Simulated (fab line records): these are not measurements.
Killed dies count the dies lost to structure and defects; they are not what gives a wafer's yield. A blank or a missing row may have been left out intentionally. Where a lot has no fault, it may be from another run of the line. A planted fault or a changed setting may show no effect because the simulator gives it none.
Which tool is to blame? ; flow gf180mcu ; 12 lots with 36 wafers sampled at 6 steps, on a route of 602 steps

## WHAT EACH GAUGE READ, for each wafer
GF_M3_CD_MEAS_14 targets a cd of 280 nm. Usual: cd_nm reads 279.8 nm (standard deviation 1.2).
lot;measured;on;cd_nm (nm);flag
L496;day 21 07:17;cd_sem-02;278.3 280.6 279.2;
L497;day 21 17:55;cd_sem-02;281.8 282.1 280.8;
L500;day 22 20:20;cd_sem-02;280.8 281.1 281.8;
L501;day 23 07:04;cd_sem-02;280.3 279.6 280.6;
L502;day 23 12:19;cd_sem-01;278.9 278.2 279.5;
L503;day 23 22:46;cd_sem-01;279.2 280.1 280.4;
L504;day 24 07:29;cd_sem-02;280.6 280.6 280.0;
L510;day 26 07:07;cd_sem-02;278.5 278.6 279.6;
L513;day 27 04:57;cd_sem-02;278.8 278.4 279.5;
L515;day 27 18:27;cd_sem-01;281.6 281.4 281.1;
L516;day 27 23:37;cd_sem-01;278.1 277.3 276.9;
L519;day 29 00:18;cd_sem-02;280.8 280.9 280.8;

GF_V3_OVL_MEAS_15. Usual: V3_OVL gives 1 nm (standard deviation 5.5).
lot;measured;on;V3_OVL (nm);flag
L496;day 22 08:36;overlay-02;2 2 -1;
L497;day 22 19:08;overlay-02;8 -7 6;
L500;day 23 20:59;overlay-02;-1 -9 -9;
L501;day 24 07:14;overlay-01;4 8 3;
L502;day 24 12:23;overlay-01;-18 -4 1;
L503;day 24 22:52;overlay-01;-3 -3 -4;
L504;day 25 07:08;overlay-01;3 6 4;
L510;day 27 05:20;overlay-02;5 4 4;
L513;day 28 02:26;overlay-01;5 0 -1;
L515;day 28 15:32;overlay-01;2 5 -2;
L516;day 28 20:48;overlay-02;-2 -7 0;
L519;day 29 21:04;overlay-02;-3 -2 -1;

GF_M4_RS_MEAS_05: uses a four-point probe to measure. Usual: M4_ALCU_RS gives 0.0695 ohm/sq (standard deviation 0.00086).
lot;measured;on;M4_ALCU_RS (ohm/sq);flag
L496;day 22 10:13;film_metro-04;0.0691 0.0687 0.0700;
L497;day 22 21:09;film_metro-04;0.0706 0.0699 0.0705;
L500;day 23 22:38;film_metro-02;0.0701 0.0712 0.0714;
L501;day 24 08:51;film_metro-02;0.0694 0.0696 0.0712;
L502;day 24 14:01;film_metro-02;0.0696 0.0691 0.0695;
L503;day 25 00:32;film_metro-02;0.0688 0.0688 0.0681;
L504;day 25 08:46;film_metro-01;0.0706 0.0711 0.0709;
L510;day 27 06:58;film_metro-02;0.0826 0.0834 0.0691;OFF
L513;day 28 04:07;film_metro-02;0.0693 0.0692 0.0695;
L515;day 28 17:16;film_metro-01;0.0700 0.0699 0.0696;
L516;day 28 22:26;film_metro-01;0.0686 0.0684 0.0686;
L519;day 29 22:42;film_metro-02;0.0702 0.0698 0.0700;

GF_M4_THK_MEAS_06: measures by xrf. Usual: M4_ALCU_THK gives 451 nm (standard deviation 6.6).
lot;measured;on;M4_ALCU_THK (nm);flag
L496;day 22 10:20;film_metro-04;452 455 443;
L497;day 22 21:16;film_metro-04;442 446 439;
L500;day 23 22:45;film_metro-02;448 442 442;
L501;day 24 08:58;film_metro-02;451 452 440;
L502;day 24 14:08;film_metro-02;452 454 452;
L503;day 25 00:37;film_metro-02;458 458 462;
L504;day 25 08:52;film_metro-01;440 435 437;
L510;day 27 07:05;film_metro-02;381 380 456;OFF
L513;day 28 04:13;film_metro-02;454 454 449;
L515;day 28 17:23;film_metro-01;445 447 447;
L516;day 28 22:32;film_metro-01;452 456 454;
L519;day 29 22:49;film_metro-02;446 448 448;

GF_M4_OVL_MEAS_15. Usual: M4_OVL gives -5 nm (standard deviation 5.9).
lot;measured;on;M4_OVL (nm);flag
L496;day 23 09:20;overlay-02;-4 -8 -9;
L497;day 23 19:41;overlay-01;0 -2 -2;
L500;day 24 21:02;overlay-02;0 -1 -1;
L501;day 25 06:47;overlay-02;3 3 -3;
L502;day 25 11:56;overlay-02;-13 -16 -10;
L503;day 25 22:29;overlay-02;-12 -7 -13;
L504;day 26 06:32;overlay-02;0 -1 -3;
L510;day 28 02:46;overlay-02;-6 -8 -2;
L513;day 28 23:44;overlay-02;3 -9 2;
L515;day 29 12:16;overlay-01;-7 -4 -2;
L516;day 29 16:59;overlay-01;-11 -8 -5;
L519;day 30 16:56;overlay-02;-3 -11 -1;

## EACH LOT AND THE TOOL THAT RAN IT (in order: tool; ch and the chambers of the sampled wafers; start)
lot;GF_M4_SPUTTER_02
L496;pvd_sputter-03, day 22 10:07
L497;pvd_sputter-02, day 22 21:04
L500;pvd_sputter-01, day 23 22:32
L501;pvd_sputter-01, day 24 08:46
L502;pvd_sputter-02, day 24 13:55
L503;pvd_sputter-02, day 25 00:23
L504;pvd_sputter-01, day 25 08:39
L510;pvd_sputter-01, day 27 06:53
L513;pvd_sputter-02, day 28 03:59
L515;pvd_sputter-03, day 28 17:05
L516;pvd_sputter-02, day 28 22:19
L519;pvd_sputter-02, day 29 22:37
- GF_M4_SPUTTER_02: material AlCu, target thk 450 nm, time 23.9 s.

## WHAT THE TOOLS THEMSELVES READ (means of the sampled wafers that have a number; where no wafer has one, the mark that the record gives instead)
GF_M4_SPUTTER_02. Usual: throttle_valve_pct reads 30.2 % (standard deviation 0.87).
lot;tool;throttle_valve_pct (%);flag
L496;pvd_sputter-03;30.3;
L497;pvd_sputter-02;30.2;
L500;pvd_sputter-01;30.4;
L501;pvd_sputter-01;30.1;
L502;pvd_sputter-02;29.1;
L503;pvd_sputter-02;31.0;
L504;pvd_sputter-01;30.5;
L510;pvd_sputter-01;30.5;
L513;pvd_sputter-02;29.4;
L515;pvd_sputter-03;29.7;
L516;pvd_sputter-02;30.5;
L519;pvd_sputter-02;30.1;

## THE ANSWER, worked out from the rows above alone
Rule: a lot is off if the mean of its wafers that have a number lies more than 3 standard deviations from the usual mean. A lot without any number at a reading at which 4 lots or more have one is off too. The other lots that the step has rows for count as sound. Order of review: gauges by route order, followed by the tools' own readings, for which a lot's mean as printed above is used. The first step at which some lot is off is used, and at that step the reading that is off furthest; a lot without a number counts as furthest.
Off: L510, seen at GF_M4_RS_MEAS_05 (M4_ALCU_RS).
A tool fits if, at a process step before that reading, it ran every lot that is off, and no sound lot after the first of them. The gauges at GF_M4_RS_MEAS_05 are tried like those tools. One candidate fits, namely pvd_sputter-01 at GF_M4_SPUTTER_02. A fault onset in the window from L504 (day 25 08:39, its last sound lot) to L510 (day 27 06:53, its first lot off) fits.

## WHAT THE SIMULATOR HAD INSERTED
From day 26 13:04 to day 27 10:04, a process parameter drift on pvd_sputter-01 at GF_M4_SPUTTER_02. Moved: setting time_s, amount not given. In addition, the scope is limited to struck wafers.
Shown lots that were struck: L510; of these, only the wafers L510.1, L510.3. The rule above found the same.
